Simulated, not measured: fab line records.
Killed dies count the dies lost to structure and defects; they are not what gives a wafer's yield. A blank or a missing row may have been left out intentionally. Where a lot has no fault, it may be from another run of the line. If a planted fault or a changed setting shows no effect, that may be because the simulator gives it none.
Problem report, 8D (eight disciplines) form, completed by code -- flow sky130 -- the parts of the form that need people (team, actions taken, sign-off) are left out

1. WHAT IS WRONG
plateTempC at SKY_POLY_GATE_SOFTBAKE_09 reads a mean of 96.13 C on 6 wafers of 2 lots; wafers without a fault read 99.98 C with a standard deviation of 0.12. Relative to the usual mean, that is a shift of -32 standard deviations.
The step: time 90 s.
Earliest sighting: wafer L562.2 on lithoTrack-02 at day 21 02:00. The record holds 18 wafers of 6 lots with a number at this step. By rule, "out" or "out of limits" means more than 4 standard deviations away from the usual mean. The rest of the wafers with a number are treated as sound.

2. WHAT IT IS, WHAT IT ISN'T
question,is,is not
which readings at this step,"plateTempC, heaterPowerTotalW",-
which lots,"L562, L566","L549, L559, L570, L571"
which wafers of those lots,all that have a number,-
read on which tools,lithoTrack-02,lithoTrack-04
when,from day 21 02:00,"up to then (6 sound wafers); but 6 sound wafers of L570, L571 came after"

3. SUSPECTS, AND WHAT RULES EACH OUT
Counting: a tool at a process step up to the reading stays a suspect if it ran every lot that is out and no sound lot after the first of them.
- plasmaAsher-03 at SKY_RES_PROTECT_STRIP_07 (strips in O2/N2): ruled out as a lasting fault. Following L562 (day 20 07:54), the first lot on it that is out, the sound lots L570, L571 were run on it.
- lithoTrack-02 at SKY_POLY_GATE_SOFTBAKE_09 (time 90 s): kept. It processed each lot that is out, first L562 at day 21 02:00, and no sound lot thereafter; up to then, the last sound lot it processed was L559 at day 19 23:00. Its own readings are out on those wafers: heaterPowerTotalW, plateTempC.
Left after counting: lithoTrack-02 at SKY_POLY_GATE_SOFTBAKE_09.

4. THE CAUSE (what the simulator had put in)
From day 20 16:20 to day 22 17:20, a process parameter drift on lithoTrack-02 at SKY_POLY_GATE_SOFTBAKE_09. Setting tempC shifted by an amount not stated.
The count eliminated every tool but this one.

5. THE EFFECT CHAIN, in route order
Each row: a reading whose mean over the struck wafers that have a number lies more than 3 standard deviations from the usual. Only readings for which the record gives a usual standard deviation are gone through. hours: the time from each lot's start at the first step in this table that gives one to its start at this step, as a median over the lots. sigmas: the change in usual standard deviations.
hours,step,reading,usual,on struck wafers,change,sigmas
0,SKY_POLY_GATE_SOFTBAKE_09,heaterPowerTotalW,57.34 W,54.34,-3.00,-25
0,SKY_POLY_GATE_SOFTBAKE_09,plateTempC,99.98 C,96.13,-3.85,-32
The process steps in it:
- SKY_POLY_GATE_SOFTBAKE_09: time 90 s.
At these later measuring or inspecting steps, every struck wafer for which the step has a row has a number for every such reading, and none has moved that far: SKY_POLY_GATE_CD_MEAS_13, SKY_POLY_GATE_OVL_MEAS_14.

6. HOW IT WOULD HAVE BEEN CAUGHT EARLIER
First out-of-limits reading in this record: day 21 02:00, which is 10 hours after fault onset at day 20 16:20.
